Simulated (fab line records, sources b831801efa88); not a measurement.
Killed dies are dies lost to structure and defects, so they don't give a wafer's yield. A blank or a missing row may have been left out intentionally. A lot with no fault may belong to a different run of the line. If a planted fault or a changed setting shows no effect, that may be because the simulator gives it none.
The tool behind it: which one? | flow sky130 | Sampling: 7 lots, 21 wafers, 3 of 708 route steps

== WHAT THE GAUGES READ, wafer by wafer ==
SKY_VT_ADJUST_HVTP_OVL_MEAS_08.
lot  | measured     | on         | VT_ADJUST_HVTP_OVL (nm)
L138 | day 6 08:00  | overlay-01 | -2.2 -0.3 -1.6
L142 | day 7 10:02  | overlay-02 | 0.2 -0.1 -0.7
L144 | day 8 00:51  | overlay-01 | - - -
L150 | day 9 22:44  | overlay-01 | -1.6 -3.1 -2.0
L152 | day 10 07:38 | overlay-02 | -0.7 -0.7 -0.2
L154 | day 10 14:58 | overlay-02 | -1.0 -0.1 -1.3
L157 | day 11 10:30 | overlay-01 | -1.2 0.5 -0.8

== WHICH TOOL RAN EACH LOT (tool, then ch and the chambers of the sampled wafers, then the start) ==
lot  | SKY_NWELL_STRIP_25                   | SKY_VT_ADJUST_HVTP_DEVELOP_06
L138 | plasma asher-01 ch 0,1, day 5 13:04  | litho track-01 ch 0, day 6 07:44
L142 | plasma asher-04 ch 0,1, day 6 14:06  | litho track-02 ch 0, day 7 09:46
L144 | plasma asher-02 ch 0,1, day 7 03:37  | litho track-01, day 8 00:36
L150 | plasma asher-04 ch 0,1, day 8 23:31  | litho track-02 ch 0, day 9 22:28
L152 | plasma asher-04 ch 0,1, day 9 08:04  | litho track-02 ch 0, day 10 07:23
L154 | plasma asher-02 ch 0,1, day 9 15:58  | litho track-04 ch 0, day 10 14:41
L157 | plasma asher-02 ch 0,1, day 10 10:54 | litho track-02 ch 0, day 11 10:16
- SKY_NWELL_STRIP_25: strips in O2/N2.
- SKY_VT_ADJUST_HVTP_DEVELOP_06: develop time 60 s.

== THE ANSWER, worked out from the rows above alone ==
Rule: what is usual is taken from the lots themselves. The widest of any qualifying gaps counts: lots, ordered by their means at a reading, are off when they make up no more than a third of the lots, leave a main group of 4 or more, and stand apart from it by 3 or more times the standard deviation of that group's means. If all means in a main group match to the digits the tables above print for the reading, that group is not used. A lot without any number at a reading at which 4 lots or more have one is off too. The other lots that the step has rows for count as sound.
Off: at SKY_VT_ADJUST_HVTP_OVL_MEAS_08 (VT_ADJUST_HVTP_OVL), L144. Without a number there: L144. Main group: mean -0.9 nm, sd 0.68.
A tool fits if, at a process step before that reading, it ran every lot that is off, and no sound lot after the first of them. The gauges at SKY_VT_ADJUST_HVTP_OVL_MEAS_08 are tried like those tools. One candidate fits, namely litho track-01 at SKY_VT_ADJUST_HVTP_DEVELOP_06. Its last sound lot is L138 (day 6 07:44), its first lot that is off L144 (day 8 00:36): a fault that began between those two fits.

== WHAT THE SIMULATOR PUT IN ==
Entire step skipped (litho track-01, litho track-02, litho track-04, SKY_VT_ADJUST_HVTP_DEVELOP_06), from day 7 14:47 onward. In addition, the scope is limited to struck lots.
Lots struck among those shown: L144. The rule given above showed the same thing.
